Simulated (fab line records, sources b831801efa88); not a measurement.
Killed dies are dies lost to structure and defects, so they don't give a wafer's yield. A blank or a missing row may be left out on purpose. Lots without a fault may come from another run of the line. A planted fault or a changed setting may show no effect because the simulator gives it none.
Chamber matching | flow gf180mcu | GF_V2_CMP_04 on cmp-02: 4 sister chambers
The step polishes SiO2. 4 wafers are shown with their chamber, then 11 later ones without.

WAFERS WITH THEIR CHAMBER
wafer  | chamber | motor_current_A (A)
L084.1 | 3       | 13.3
L084.4 | 0       | 9.6
L086.6 | 2       | 13.0
L087.1 | 1       | 12.3

WAFERS WITHOUT THEIR CHAMBER
wafer  | motor_current_A (A)
L087.3 | 11.7
L087.6 | 11.7
L091.2 | 12.4
L091.4 | 12.3
L091.6 | 12.8
L094.1 | 9.7
L094.4 | 12.5
L094.5 | 11.8
L095.4 | 12.4
L095.5 | 13.2
L095.6 | 9.7

WHICH CHAMBER EACH WENT THROUGH
wafer  | from the rows above          | in truth
L087.3 | 1                            | 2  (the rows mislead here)
L087.6 | 1                            | 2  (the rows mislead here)
L091.2 | can't be placed: 1 or 2      | 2
L091.4 | 1                            | 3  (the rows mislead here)
L091.6 | can't be placed: 2 or 1 or 3 | 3
L094.1 | 0                            | 0
L094.4 | can't be placed: 1 or 2 or 3 | 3
L094.5 | 1                            | 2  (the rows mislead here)
L095.4 | can't be placed: 1 or 2      | 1
L095.5 | can't be placed: 3 or 2      | 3
L095.6 | 0                            | 0
Placed correctly: 2 of 11. Can't be placed from these rows: 5 (the true chamber is among the candidates in 5). Placed wrongly: 4.
How it was worked out, from the rows above alone: a wafer's distance from a chamber is the root of the sum, over the readings, of the square of ((its reading less the chamber's mean) divided by the reading's scatter). The wafer belongs to the nearest chamber; if the next one is less than 2 further off, it can't be placed. A chamber's mean is the mean of its shown wafers. The scatter: with one shown wafer a chamber, the root of the mean of the squares of how far each hidden wafer lies from its nearest shown one.
